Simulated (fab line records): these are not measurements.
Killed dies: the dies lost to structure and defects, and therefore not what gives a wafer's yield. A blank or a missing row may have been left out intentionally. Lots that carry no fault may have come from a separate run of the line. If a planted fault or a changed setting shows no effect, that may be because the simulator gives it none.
fab line records	flow sky130
[record] lots = 24	wafers = 72	last-day = 50
route steps=708 shown SONOS_ONO@183 CONTACT@410 METAL1@452 METAL2@487
lots that met no fault: taken from a fault-free run of the same line
start-h: the number of hours between the record's first day and the start of the first shown wafer of the lot	wait-h: time in hours since the lot's previous step	" same as the row above	L1.1+2: several wafers, shown together as one row	- no value present, or no start provided	* or withheld: withheld	< > ~ a bound
route shown NAME@n: a module of which the file shows steps, and the number in the route of the first	usual: the fault-free wafers' mean and standard deviation	same: alike in all rows	chamber/n: place in a boat	sites: readings site by site	_std_site: the values' standard deviation	_edge_site: mean of outer sites minus mean of inner sites	radius-mm: for every site, how far away it sits from the centre of the wafer	mask NAME#n: copy n	behind: the tool/chamber that last shaped the wafer	hold: cause of the lot's hold/its duration in hours/its outcome	device: whichever transistor did not switch (one of n, p or np)	end of line: tests run on the same wafers once the route is complete	step lacking rows: just its recipe	killed: not the wafer's yield, but the dies lost to structure and defects at the first sort	map: dies across one wafer; x = killed, . = not, _ = none there
set.NAME: the setting as run; set.NAME@STEP: as run at that earlier step	model.NAME: the simulator's own value behind a step, which no gauge read
one table for each step of the route and one row for each wafer, over a sample of lots
services: the hour from which a tool's chamber was out of use, counted from the record's first day as start-h (under 0 if before that day), plus the number of hours and why
[[steps]]
[step SKY_SONOS_ONO_ETCH_15]
[recipe] target-depth-nm = 19.52	chemistry = CHF3/O2	source-w = 600	bias-w = 207.1	pressure-mtorr = 40	chf3-flow-sccm = 50	O2_flow_sccm = 5	time-s = 7.8
[usual] drypump-motor-current-A = 5.5/0.39	oes-product-au = 1.008/0.013	throttle-valve-pct = 8.826/0.0089
lot.wafer	tool	chamber	start-h	wait-h	drypump-motor-current-A	oes-product-au	rf-hours-counter-h	throttle-valve-pct
L074.1	rie-diel-04	1	285.62	0.0	5.2	1.002	1	8.808
L074.4	"	0	"	"	5.0	1.007	109	8.831
L074.6	"	2	"	"	5.6	1.024	-	8.837
L075.3	rie-diel-01	2	291.55	0.0	5.5	0.991	37	8.813
L075.4	"	0	"	"	5.6	1.003	88	8.819
L075.5	"	3	"	"	5.6	1.019	-	8.822
L076.1	rie-diel-04	2	298.52	0.0	5.6	1.032	3	8.834
L076.2	"	1	"	"	5.2	1.008	1	8.829
L076.6	"	1	"	"	5.2	1.002	-	8.832
L077.1	rie-diel-01	0	302.73	0.0	5.6	1.010	88	8.835
L077.2	"	3	"	"	5.6	1.029	2	8.837
L077.4	"	1	"	"	5.6	1.037	78	8.841
L078.1	rie-diel-04	2	314.69	0.0	5.6	1.011	3	8.837
L078.5	"	0	"	"	5.0	1.014	-	8.835
L078.6	"	1	"	"	5.2	1.000	-	8.831
L079.2	rie-diel-01	2	318.34	0.0	5.5	1.002	38	8.811
L079.3	"	1	"	"	5.6	1.031	78	8.832
L079.4	"	0	"	"	5.6	1.009	88	8.826
L080.1	rie-diel-02	0	325.49	0.0	6.6	0.995	68	8.823
L080.2	"	1	"	"	5.5	1.025	10	8.841
L080.5	"	0	"	"	6.6	0.984	-	8.829
L081.1	rie-diel-04	2	333.72	0.0	5.6	1.024	4	8.829
L081.3	"	3	"	"	5.3	0.990	36	8.816
L081.4	"	1	"	"	5.2	1.015	1	8.823
L082.3	rie-diel-02	0	349.13	0.0	6.6	0.986	68	8.827
L082.5	"	1	"	"	5.5	1.014	-	8.833
L082.6	"	0	"	"	6.6	0.974	-	8.815
L083.2	rie-diel-04	0	352.97	0.0	5.0	1.010	110	8.816
L083.3	"	2	"	"	5.6	1.021	4	8.829
L083.4	"	1	"	"	5.2	1.009	2	8.831
L084.1	rie-diel-04	2	363.27	0.0	5.6	1.020	4	8.832
L084.3	"	1	"	"	5.2	0.993	2	8.820
L084.4	"	0	"	"	5.0	1.015	110	8.802
L085.2	rie-diel-01	3	366.98	0.0	5.6	1.021	4	8.820
L085.4	"	2	"	"	5.5	1.007	38	8.830
L085.5	"	2	"	"	5.5	1.000	-	8.822
L086.1	rie-diel-01	1	381.08	0.0	5.6	1.026	79	8.822
L086.3	"	3	"	"	5.5	1.016	4	8.827
L086.4	"	0	"	"	5.6	1.006	90	8.824
L087.2	rie-diel-02	2	386.14	0.0	5.6	1.009	3	8.823
L087.3	"	0	"	"	6.7	0.998	69	8.826
L087.5	"	2	"	"	5.6	0.997	-	8.821
L088.3	rie-diel-04	2	394.82	0.0	5.6	1.015	5	8.838
L088.5	"	0	"	"	5.0	1.010	-	8.830
L088.6	"	1	"	"	5.2	1.019	-	8.830
L089.4	rie-diel-01	3	403.38	0.0	5.6	1.012	5	8.828
L089.5	"	0	"	"	5.6	1.006	-	8.830
L089.6	"	3	"	"	5.5	1.000	-	8.834
L090.2	rie-diel-01	1	412.79	0.0	5.6	1.025	80	8.820
L090.3	"	2	"	"	5.5	0.985	39	8.830
L090.5	"	3	"	"	5.6	1.019	-	8.826
L091.4	rie-diel-02	1	423.14	0.0	5.5	1.028	12	8.837
L091.5	"	1	"	"	5.5	1.011	-	8.835
L091.6	"	2	"	"	5.6	0.993	-	8.821
L092.1	rie-diel-02	2	432.88	0.0	5.6	1.000	3	8.805
L092.4	"	0	"	"	6.6	0.978	70	8.822
L092.6	"	3	"	"	5.7	1.009	-	8.823
L093.2	rie-diel-02	3	437.82	0.0	5.7	1.019	11	8.818
L093.3	"	1	"	"	5.5	1.038	12	8.844
L093.5	"	0	"	"	6.6	1.001	-	8.836
L094.1	rie-diel-02	2	448.62	0.0	5.6	0.995	3	8.810
L094.2	"	0	"	"	6.6	0.985	70	8.821
L094.5	"	0	"	"	6.6	0.984	-	8.818
L095.1	rie-diel-04	1	455.43	0.0	5.2	1.007	4	8.812
L095.2	"	3	"	"	5.3	0.988	39	8.820
L095.5	"	0	"	"	5.0	0.996	-	8.811
L096.3	rie-diel-04	0	463.37	0.0	5.0	1.006	0	8.837
L096.4	"	3	"	"	5.3	1.003	39	8.838
L096.5	"	3	"	"	5.3	0.995	-	8.815
L097.2	rie-diel-04	3	466.07	0.0	5.3	1.001	39	8.833
L097.3	"	1	"	"	5.2	1.002	4	8.842
L097.4	"	0	"	"	5.0	1.001	0	8.815
[step SKY_CONTACT_CMP_04]
[recipe] material = SiO2	down-force-psi = 4	platen-rpm = 60	pad-velocity-m-s = 0.94248
[usual] motor-current-A = 11.3/1.2	time-to-endpoint-s = 82/5.8
lot.wafer	tool	chamber	start-h	wait-h	motor-current-A	time-to-endpoint-s
L074.1	cmp-01	3	711.49	0.1	13.1	75
L074.4	"	0	"	"	11.4	80
L074.6	"	2	"	"	11.7	66
L075.4	cmp-02	2	720.86	0.1	10.4	81
L075.3	"	0	"	"	8.9	80
L075.5	"	2	"	"	10.5	86
L076.1	cmp-01	2	725.46	0.1	11.7	74
L076.2	"	3	"	"	12.1	79
L076.6	"	2	"	"	12.0	78
L077.1	cmp-02	3	736.87	0.1	12.6	81
L077.2	"	0	"	"	9.1	84
L077.4	"	2	"	"	11.0	97
L078.1	cmp-01	1	745.13	0.1	12.5	81
L078.6	"	0	"	"	11.0	83
L078.5	"	1	"	"	11.6	78
L079.2	cmp-01	3	747.78	0.0	13.0	79
L079.3	"	0	"	"	10.9	84
L079.4	"	1	"	"	12.3	81
L080.1	cmp-02	2	756.78	0.1	10.1	86
L080.2	"	1	"	"	11.2	74
L080.5	"	2	"	"	10.8	89
L081.3	cmp-01	1	765.56	0.1	12.5	82
L081.4	"	2	"	"	11.6	75
L081.1	"	3	"	"	13.3	83
L082.3	cmp-02	2	777.71	0.2	10.9	87
L082.6	"	3	"	"	13.3	75
L082.5	"	0	"	"	9.3	88
L083.2	cmp-02	0	784.45	0.0	9.1	84
L083.4	"	1	"	"	10.5	81
L083.3	"	3	"	"	12.6	76
L084.4	cmp-02	0	788.21	0.1	9.3	78
L084.3	"	2	"	"	10.1	85
L084.1	"	3	"	"	13.2	75
L085.4	cmp-01	1	797.10	0.1	12.1	93
L085.2	"	2	"	"	11.8	85
L085.5	"	0	"	"	10.9	85
L086.3	cmp-02	3	804.87	0.0	13.1	87
L086.1	"	0	"	"	9.4	89
L086.4	"	2	"	"	10.6	94
L087.2	cmp-02	2	810.83	0.0	10.7	90
L087.3	"	3	"	"	12.8	79
L087.5	"	2	"	"	10.6	88
L088.3	cmp-01	0	819.03	0.1	10.9	93
L088.6	"	3	"	"	12.9	89
L088.5	"	0	"	"	10.8	92
L089.4	cmp-02	2	827.54	0.1	10.3	90
L089.5	"	1	"	"	10.9	80
L089.6	"	2	"	"	11.2	90
L090.3	cmp-02	2	833.56	0.0	10.6	90
L090.2	"	3	"	"	13.3	80
L090.5	"	2	"	"	10.2	86
L091.4	cmp-01	3	843.67	0.1	13.2	79
L091.6	"	2	"	"	12.1	82
L091.5	"	3	"	"	12.8	81
L092.4	cmp-02	1	850.78	0.0	10.4	81
L092.1	"	2	"	"	10.2	88
L092.6	"	2	"	"	10.6	90
L093.3	cmp-02	2	855.21	0.1	10.1	83
L093.2	"	0	"	"	9.7	83
L093.5	"	2	"	"	10.4	84
L094.2	cmp-01	1	863.69	0.1	12.2	90
L094.1	"	2	"	"	11.6	82
L094.5	"	3	"	"	12.1	86
L095.1	cmp-02	1	869.00	0.1	10.9	73
L095.2	"	2	"	"	10.6	81
L095.5	"	2	"	"	10.7	87
L096.4	cmp-02	0	875.41	0.0	9.5	79
L096.3	"	3	"	"	12.6	81
L096.5	"	0	"	"	9.1	88
L097.2	cmp-01	2	890.75	0.0	11.7	80
L097.4	"	0	"	"	10.5	99
L097.3	"	1	"	"	12.3	85
[step SKY_CONTACT_ETCH_16]
[recipe] chemistry = N2/H2	target = BARC	ion-energy-ev = 198	source-w = 500	bias-w = 100	pressure-mtorr = 30	n2-flow-sccm = 100	h2-flow-sccm = 200	stop-on = SiO2	time-s = 45.9	target-depth-a = 600
[usual] drypump-motor-current-A = 5.47/0.29	oes-product-au = 0.855/0.0049	throttle-valve-pct = 13.224/0.0092
lot.wafer	tool	chamber	start-h	wait-h	drypump-motor-current-A	oes-product-au	rf-hours-counter-h	throttle-valve-pct
L074.1	rie-diel-04	0	739.28	0.0	4.97	0.861	5	13.228
L074.4	"	2	"	"	5.61	0.859	11	13.229
L074.6	"	2	"	"	5.62	0.855	-	13.225
L075.3	rie-diel-01	0	749.08	0.0	5.60	0.862	6	13.212
L075.4	"	2	"	"	5.55	0.862	47	13.220
L075.5	"	3	"	"	5.56	0.852	-	13.228
L076.1	rie-diel-01	3	753.34	0.0	5.55	0.843	14	13.221
L076.2	"	1	"	"	5.63	0.856	5	13.214
L076.6	"	0	"	"	5.59	0.851	-	13.229
L077.1	rie-diel-04	0	764.32	0.0	4.98	0.859	6	13.208
L077.2	"	1	"	"	5.18	0.856	10	13.236
L077.4	"	2	"	"	5.66	0.849	-	13.218
L078.1	rie-diel-03	3	772.28	0.0	5.33	0.862	39	13.222
L078.5	"	3	"	"	5.32	0.850	-	13.210
L078.6	"	2	"	"	5.80	0.863	-	13.220
L079.2	rie-diel-04	0	774.98	0.0	4.96	0.856	6	13.226
L079.3	"	1	"	"	5.19	0.862	11	13.219
L079.4	"	2	"	"	5.64	0.861	13	13.218
L080.1	rie-diel-03	2	784.42	0.0	5.76	0.853	1	13.240
L080.2	"	0	"	"	5.23	0.861	0	13.214
L080.5	"	1	"	"	6.18	0.852	-	13.220
L081.1	rie-diel-04	1	792.82	0.0	5.15	0.850	11	13.225
L081.3	"	3	"	"	5.36	0.856	0	13.245
L081.4	"	0	"	"	4.96	0.847	7	13.220
L082.3	rie-diel-01	0	805.19	0.0	5.61	0.850	8	13.216
L082.5	"	2	"	"	5.50	0.844	-	13.227
L082.6	"	1	"	"	5.65	0.846	-	13.215
L083.2	rie-diel-01	0	811.24	0.0	5.60	0.844	9	13.233
L083.3	"	1	"	"	5.65	0.859	7	13.227
L083.4	"	3	"	"	5.58	0.856	16	13.230
L084.1	rie-diel-04	2	815.47	0.0	5.63	0.847	14	13.230
L084.3	"	3	"	"	5.33	0.856	1	13.201
L084.4	"	1	"	"	5.21	0.851	12	13.243
L085.2	rie-diel-03	2	823.83	0.0	5.79	0.859	2	13.244
L085.4	"	0	"	"	5.23	0.857	-	13.215
L085.5	"	2	"	"	5.80	0.855	-	13.230
L086.1	rie-diel-04	1	831.37	0.0	5.18	0.854	13	13.216
L086.3	"	2	"	"	5.64	0.853	15	13.232
L086.4	"	0	"	"	4.98	0.850	8	13.243
L087.2	rie-diel-04	2	838.08	0.0	5.63	0.857	15	13.221
L087.3	"	3	"	"	5.35	0.846	2	13.241
L087.5	"	0	"	"	4.95	0.847	-	13.238
L088.3	rie-diel-01	0	845.72	0.0	5.61	0.858	10	13.219
L088.5	"	1	"	"	5.64	0.854	-	13.209
L088.6	"	2	"	"	5.54	0.858	-	13.208
L089.4	rie-diel-01	3	854.77	0.0	5.57	0.857	17	13.230
L089.5	"	0	"	"	5.60	0.857	-	13.227
L089.6	"	3	"	"	5.55	0.850	-	13.239
L090.2	rie-diel-01	2	860.34	0.0	5.52	0.855	3	13.225
L090.3	"	1	"	"	5.66	0.855	9	13.225
L090.5	"	3	"	"	5.56	0.855	-	13.230
L091.4	rie-diel-01	0	870.57	0.0	5.61	0.852	11	13.215
L091.5	"	2	"	"	5.57	0.856	-	13.221
L091.6	"	1	"	"	5.65	0.850	-	13.238
L092.1	rie-diel-04	2	876.83	0.0	5.65	0.848	16	13.221
L092.4	"	1	"	"	5.19	0.861	14	13.220
L092.6	"	2	"	"	5.65	0.850	-	13.232
L093.2	rie-diel-04	2	881.62	0.0	5.62	0.853	16	13.215
L093.3	"	1	"	"	5.18	0.850	14	13.224
L093.5	"	3	"	"	5.34	0.853	-	13.229
L094.1	rie-diel-04	2	889.47	0.0	5.63	0.853	16	13.237
L094.2	"	1	"	"	5.18	0.849	15	13.241
L094.5	"	3	"	"	5.35	0.859	-	13.222
L095.1	rie-diel-01	1	895.37	0.0	5.65	0.854	10	13.230
L095.2	"	3	"	"	5.56	0.867	19	13.217
L095.5	"	3	"	"	5.56	0.857	-	13.223
L096.3	rie-diel-03	3	901.59	0.0	5.35	0.861	2	13.234
L096.4	"	2	"	"	5.77	0.852	4	13.218
L096.5	"	1	"	"	6.21	0.848	-	13.223
L097.2	rie-diel-04	0	916.64	0.0	4.98	0.856	10	13.222
L097.3	"	1	"	"	5.19	0.854	15	13.222
L097.4	"	3	"	"	5.36	0.862	4	13.236
[step SKY_METAL1_ETCH_18]
[recipe] chemistry = N2/H2	target = BARC	ion-energy-ev = 200	bias-w = 100	pressure-mtorr = 30	n2-flow-sccm = 100	h2-flow-sccm = 200	icp-w = 500	stop-on = SiO2	time-s = 45.9	target-depth-a = 600
[usual] drypump-motor-current-A = 5.5/0.32	oes-product-au = 0.854/0.0046	throttle-valve-pct = 13.227/0.0088
lot.wafer	tool	chamber	start-h	wait-h	drypump-motor-current-A	oes-product-au	rf-hours-counter-h	throttle-valve-pct
L074.1	rie-metal-02	0	767.67	0.0	6.0	0.857	10	13.236
L074.4	"	0	"	"	6.0	0.853	-	13.237
L074.6	"	0	"	"	6.0	0.861	-	13.216
L075.3	rie-metal-01	1	778.23	0.0	5.1	0.856	-	13.221
L075.4	"	0	"	"	5.9	0.855	-	13.231
L075.5	"	0	"	"	5.9	0.845	-	13.222
L076.1	rie-metal-03	0	782.70	0.0	5.6	0.852	13	13.244
L076.2	"	1	"	"	5.2	0.850	4	13.204
L076.6	"	1	"	"	5.2	0.850	-	13.236
L077.1	rie-metal-02	1	792.97	0.0	5.3	0.861	3	13.225
L077.2	"	0	"	"	6.0	0.857	11	13.226
L077.4	"	1	"	"	5.3	0.855	-	13.235
L078.1	rie-metal-01	1	800.80	0.0	5.1	0.856	10	13.228
L078.5	"	1	"	"	5.1	0.845	-	13.237
L078.6	"	0	"	"	5.9	0.855	-	13.214
L079.2	rie-metal-01	0	803.80	0.0	5.8	0.859	3	13.216
L079.3	"	1	"	"	5.1	0.851	-	13.232
L079.4	"	0	"	"	5.9	0.855	-	13.223
L080.1	rie-metal-02	1	813.12	0.0	5.3	0.852	4	13.225
L080.2	"	0	"	"	6.0	0.851	12	13.228
L080.5	"	0	"	"	6.0	0.857	-	13.220
L081.1	rie-metal-03	1	821.16	0.1	5.2	0.848	7	13.213
L081.3	"	1	"	"	5.2	0.856	-	13.224
L081.4	"	1	"	"	5.2	0.859	-	13.241
L082.3	rie-metal-03	1	833.36	0.0	5.2	0.856	-	13.219
L082.5	"	0	"	"	5.6	0.853	-	13.235
L082.6	"	1	"	"	5.2	0.853	-	13.223
L083.2	rie-metal-02	1	839.16	0.0	5.3	0.853	5	13.230
L083.3	"	0	"	"	6.0	0.855	-	13.223
L083.4	"	1	"	"	5.3	0.855	-	13.232
L084.1	rie-metal-02	1	843.87	0.0	5.3	0.866	5	13.214
L084.3	"	1	"	"	5.3	0.861	-	13.240
L084.4	"	0	"	"	5.9	0.850	-	13.214
L085.2	rie-metal-03	0	852.20	0.0	5.6	0.846	1	13.235
L085.4	"	1	"	"	5.2	0.854	-	13.238
L085.5	"	0	"	"	5.6	0.855	-	13.225
L086.1	rie-metal-02	0	859.05	0.0	6.0	0.858	14	13.227
L086.3	"	1	"	"	5.3	0.857	-	13.231
L086.4	"	0	"	"	6.0	0.860	-	13.232
L087.2	rie-metal-03	1	866.95	0.0	5.2	0.853	9	13.217
L087.3	"	0	"	"	5.6	0.858	-	13.216
L087.5	"	1	"	"	5.2	0.850	-	13.217
L088.3	rie-metal-03	0	874.24	0.0	5.5	0.854	-	13.208
L088.5	"	0	"	"	5.6	0.853	-	13.204
L088.6	"	1	"	"	5.2	0.852	-	13.229
L089.4	rie-metal-01	0	882.68	0.0	5.8	0.856	-	13.220
L089.5	"	1	"	"	5.1	0.855	-	13.222
L089.6	"	0	"	"	5.8	0.857	-	13.225
L090.2	rie-metal-01	1	888.07	0.0	5.1	0.858	14	13.226
L090.3	"	1	"	"	5.1	0.843	-	13.234
L090.5	"	1	"	"	5.1	0.850	-	13.225
L091.4	rie-metal-03	1	898.29	0.0	5.2	0.849	-	13.226
L091.5	"	1	"	"	5.2	0.852	-	13.220
L091.6	"	0	"	"	5.6	0.854	-	13.221
L092.1	rie-metal-03	1	904.17	0.0	5.2	0.854	10	13.214
L092.4	"	0	"	"	5.6	0.858	-	13.237
L092.6	"	0	"	"	5.6	0.850	-	13.223
L093.2	rie-metal-03	0	908.82	0.0	5.6	0.851	3	13.227
L093.3	"	1	"	"	5.2	0.860	-	13.240
L093.5	"	1	"	"	5.2	0.859	-	13.231
L094.1	rie-metal-02	0	917.27	0.0	6.0	0.854	16	13.223
L094.2	"	1	"	"	5.3	0.856	9	13.222
L094.5	"	0	"	"	5.9	0.847	-	13.221
L095.1	rie-metal-01	0	922.12	0.0	5.8	0.846	8	13.230
L095.2	"	1	"	"	5.1	0.852	16	13.219
L095.5	"	1	"	"	5.1	0.857	-	13.224
L096.3	rie-metal-03	1	928.72	0.0	5.2	0.854	-	13.226
L096.4	"	0	"	"	5.6	0.849	-	13.212
L096.5	"	0	"	"	5.6	0.856	-	13.222
L097.2	rie-metal-02	1	943.45	0.0	5.3	0.863	10	13.233
L097.3	"	1	"	"	5.3	0.855	-	13.210
L097.4	"	0	"	"	6.0	0.856	-	13.218
[step SKY_METAL2_SPUTTER_04]
[recipe] material = TiN	target-thk-nm = 70	power-w = 6500	time-s = 58.3	chamber-pressure-pa = 0.4
[usual] cathode-dc-power-W = 6499.9/1.2	throttle-valve-pct = 30.0/1
lot.wafer	tool	chamber	start-h	wait-h	cathode-dc-power-W	throttle-valve-pct
L074.1	pvd-sputter-03	-	797.37	0.0	6498.7	32.0
L074.4	"	-	"	"	6499.9	29.7
L074.6	"	-	"	"	6500.5	31.6
L075.3	pvd-sputter-02	-	807.61	0.0	6499.9	29.1
L075.4	"	-	"	"	6502.3	27.4
L075.5	"	-	"	"	6501.2	30.0
L076.1	pvd-sputter-03	-	811.96	0.0	6500.4	29.9
L076.2	"	-	"	"	6499.9	29.7
L076.6	"	-	"	"	6501.7	29.9
L077.1	pvd-sputter-02	-	822.48	0.0	6499.7	30.1
L077.2	"	-	"	"	6499.5	27.4
L077.4	"	-	"	"	6499.0	29.3
L078.1	pvd-sputter-02	-	829.90	0.0	6500.5	30.6
L078.5	"	-	"	"	6500.3	30.4
L078.6	"	-	"	"	6499.9	30.2
L079.2	pvd-sputter-02	-	833.25	0.0	6499.9	27.8
L079.3	"	-	"	"	6500.4	29.2
L079.4	"	-	"	"	6498.0	29.9
L080.1	pvd-sputter-02	-	842.17	0.0	6500.6	27.8
L080.2	"	-	"	"	6499.8	29.9
L080.5	"	-	"	"	6499.4	30.4
L081.1	pvd-sputter-04	-	850.81	0.0	6497.7	30.3
L081.3	"	-	"	"	6498.4	31.4
L081.4	"	-	"	"	6498.2	29.3
L082.3	pvd-sputter-03	-	863.32	0.0	6500.9	30.2
L082.5	"	-	"	"	6498.2	29.6
L082.6	"	-	"	"	6501.2	31.6
L083.2	pvd-sputter-03	-	868.42	0.0	6500.2	29.8
L083.3	"	-	"	"	6499.0	29.4
L083.4	"	-	"	"	6496.1	31.8
L084.1	pvd-sputter-03	-	874.10	0.0	6499.6	29.5
L084.3	"	-	"	"	6498.6	29.6
L084.4	"	-	"	"	6500.7	32.0
L085.2	pvd-sputter-04	-	881.35	0.0	6500.1	30.0
L085.4	"	-	"	"	6501.1	29.1
L085.5	"	-	"	"	6500.9	30.2
L086.1	pvd-sputter-03	-	888.23	0.0	6499.4	31.8
L086.3	"	-	"	"	6501.1	29.8
L086.4	"	-	"	"	6498.2	29.9
L087.2	pvd-sputter-04	-	895.60	0.0	6498.8	30.3
L087.3	"	-	"	"	6499.6	30.2
L087.5	"	-	"	"	6499.9	31.2
L088.3	pvd-sputter-04	-	902.93	0.0	6501.0	30.5
L088.5	"	-	"	"	6500.8	30.5
L088.6	"	-	"	"	6499.9	29.1
L089.4	pvd-sputter-02	-	911.24	0.0	6499.1	27.6
L089.5	"	-	"	"	6498.1	30.7
L089.6	"	-	"	"	6498.8	29.3
L090.2	pvd-sputter-03	-	916.10	0.0	6499.6	31.9
L090.3	"	-	"	"	6498.9	29.8
L090.5	"	-	"	"	6499.9	31.6
L091.4	pvd-sputter-02	-	926.78	0.0	6500.4	27.6
L091.5	"	-	"	"	6498.0	30.7
L091.6	"	-	"	"	6500.4	29.9
L092.1	pvd-sputter-03	-	931.95	0.0	6501.3	32.0
L092.4	"	-	"	"	6499.4	29.6
L092.6	"	-	"	"	6496.8	29.7
L093.2	pvd-sputter-03	-	936.55	0.0	6499.2	29.7
L093.3	"	-	"	"	6499.7	29.5
L093.5	"	-	"	"	6501.0	32.1
L094.1	pvd-sputter-02	-	945.19	0.0	6500.6	29.4
L094.2	"	-	"	"	6499.8	30.4
L094.5	"	-	"	"	6499.2	29.9
L095.1	pvd-sputter-02	-	950.24	0.0	6499.6	30.1
L095.2	"	-	"	"	6499.4	29.1
L095.5	"	-	"	"	6500.7	30.5
L096.3	pvd-sputter-04	-	955.93	0.0	6497.8	31.1
L096.4	"	-	"	"	6501.4	29.2
L096.5	"	-	"	"	6499.2	30.5
L097.2	pvd-sputter-03	-	970.34	0.0	6499.9	31.8
L097.3	"	-	"	"	6497.7	29.9
L097.4	"	-	"	"	6502.1	29.7
[step SKY_METAL2_ETCH_18]
[recipe] chemistry = N2/H2	target = BARC	ion-energy-ev = 200	bias-w = 100	pressure-mtorr = 30	n2-flow-sccm = 100	h2-flow-sccm = 200	icp-w = 500	stop-on = SiO2	time-s = 45.9	target-depth-a = 600
[usual] drypump-motor-current-A = 5.4/0.37	oes-product-au = 0.855/0.0043	throttle-valve-pct = 13.224/0.0089
lot.wafer	tool	chamber	start-h	wait-h	drypump-motor-current-A	oes-product-au	rf-hours-counter-h	throttle-valve-pct
L074.1	rie-metal-04	0	824.35	0.0	5.0	0.863	10	13.232
L074.4	"	0	"	"	5.0	0.862	-	13.223
L074.6	"	1	"	"	5.6	0.853	-	13.217
L075.3	rie-metal-02	1	834.58	0.0	5.3	0.860	-	13.232
L075.4	"	0	"	"	6.0	0.858	-	13.235
L075.5	"	1	"	"	5.3	0.857	-	13.236
L076.1	rie-metal-01	0	838.47	0.0	5.8	0.850	4	13.219
L076.2	"	1	"	"	5.1	0.849	12	13.219
L076.6	"	0	"	"	5.8	0.857	-	13.207
L077.1	rie-metal-04	1	849.72	0.0	5.6	0.847	12	13.219
L077.2	"	0	"	"	5.0	0.853	11	13.230
L077.4	"	0	"	"	5.0	0.858	-	13.218
L078.1	rie-metal-04	1	856.66	0.0	5.6	0.858	13	13.208
L078.5	"	1	"	"	5.6	0.853	-	13.227
L078.6	"	0	"	"	5.0	0.860	-	13.226
L079.2	rie-metal-01	1	859.40	0.0	5.1	0.865	13	13.233
L079.3	"	0	"	"	5.8	0.856	-	13.233
L079.4	"	1	"	"	5.1	0.854	-	13.224
L080.1	rie-metal-01	1	868.26	0.0	5.1	0.854	14	13.208
L080.2	"	0	"	"	5.8	0.850	5	13.231
L080.5	"	0	"	"	5.8	0.857	-	13.229
L081.1	rie-metal-02	1	876.86	0.0	5.3	0.854	7	13.236
L081.3	"	1	"	"	5.3	0.861	-	13.232
L081.4	"	0	"	"	5.9	0.854	-	13.217
L082.3	rie-metal-04	1	888.93	0.0	5.6	0.846	-	13.222
L082.5	"	1	"	"	5.6	0.856	-	13.229
L082.6	"	0	"	"	5.0	0.850	-	13.218
L083.2	rie-metal-01	0	894.91	0.0	5.8	0.856	6	13.243
L083.3	"	0	"	"	5.8	0.854	-	13.227
L083.4	"	1	"	"	5.1	0.855	-	13.214
L084.1	rie-metal-01	1	900.29	0.0	5.1	0.853	15	13.228
L084.3	"	1	"	"	5.1	0.862	-	13.224
L084.4	"	0	"	"	5.9	0.854	-	13.205
L085.2	rie-metal-01	1	907.00	0.0	5.1	0.852	15	13.237
L085.4	"	0	"	"	5.8	0.855	-	13.211
L085.5	"	0	"	"	5.9	0.859	-	13.233
L086.1	rie-metal-01	1	914.00	0.0	5.1	0.858	15	13.217
L086.3	"	1	"	"	5.1	0.856	-	13.225
L086.4	"	0	"	"	5.8	0.855	-	13.237
L087.2	rie-metal-04	1	921.21	0.0	5.6	0.854	16	13.223
L087.3	"	1	"	"	5.6	0.848	-	13.224
L087.5	"	0	"	"	5.0	0.854	-	13.227
L088.3	rie-metal-04	0	928.58	0.0	5.0	0.854	-	13.228
L088.5	"	1	"	"	5.6	0.854	-	13.218
L088.6	"	0	"	"	5.0	0.862	-	13.226
L089.4	rie-metal-04	0	936.88	0.0	5.0	0.848	-	13.248
L089.5	"	1	"	"	5.6	0.859	-	13.215
L089.6	"	0	"	"	5.0	0.865	-	13.233
L090.2	rie-metal-04	0	941.67	0.0	5.0	0.861	15	13.238
L090.3	"	1	"	"	5.6	0.849	-	13.241
L090.5	"	0	"	"	5.0	0.859	-	13.223
L091.4	rie-metal-02	1	951.79	0.0	5.3	0.849	-	13.213
L091.5	"	0	"	"	6.0	0.852	-	13.223
L091.6	"	1	"	"	5.3	0.861	-	13.233
L092.1	rie-metal-01	1	956.12	0.0	5.1	0.863	17	13.230
L092.4	"	1	"	"	5.1	0.852	-	13.213
L092.6	"	1	"	"	5.1	0.855	-	13.228
L093.2	rie-metal-02	0	961.02	0.0	6.0	0.853	18	13.251
L093.3	"	1	"	"	5.3	0.860	-	13.225
L093.5	"	0	"	"	6.0	0.855	-	13.222
L094.1	rie-metal-04	0	969.69	0.1	5.0	0.856	16	13.222
L094.2	"	0	"	"	5.0	0.859	-	13.230
L094.5	"	0	"	"	5.0	0.848	-	13.229
L095.1	rie-metal-01	1	975.12	0.0	5.1	0.860	19	13.224
L095.2	"	0	"	"	5.9	0.855	10	13.233
L095.5	"	0	"	"	5.9	0.848	-	13.226
L096.3	rie-metal-01	0	980.04	0.0	5.8	0.853	-	13.225
L096.4	"	1	"	"	5.1	0.852	-	13.232
L096.5	"	0	"	"	5.8	0.850	-	13.224
L097.2	rie-metal-02	0	994.47	0.0	6.0	0.855	20	13.217
L097.3	"	1	"	"	5.3	0.857	-	13.230
L097.4	"	0	"	"	6.0	0.849	-	13.214
[[services]]
tool	chamber	start-h	hours	kind
rie-diel-01	-	282.31	2.8	pm
rie-diel-04	3	302.66	3.4	repair
rie-diel-01	2	344.08	6.6	repair
rie-diel-04	0	364.49	1.7	repair
rie-diel-04	0	386.86	3.5	repair
rie-metal-01	-	388.57	2.8	pm
rie-diel-04	0	397.57	6.2	repair
rie-diel-04	0	408.68	9.6	repair
rie-metal-01	0	444.90	11.8	repair
rie-diel-01	2	501.39	9.7	repair
rie-diel-01	-	506.89	0.2	repair
rie-diel-04	-	585.36	5.5	repair
rie-metal-01	-	595.95	14.6	pm
rie-diel-04	-	610.71	14.6	pm
rie-diel-01	-	611.36	0.6	repair
rie-diel-04	-	625.31	10.0	pm
rie-metal-01	0	648.80	5.2	repair
rie-metal-01	1	650.99	28.4	repair
rie-metal-01	-	655.54	0.7	repair
rie-metal-01	-	702.98	1.7	repair
rie-diel-01	2	720.51	2.8	repair
rie-diel-01	3	724.20	6.1	repair
rie-diel-04	0	797.27	1.7	repair
rie-diel-04	-	933.69	2.8	pm
[[key]]
fault none
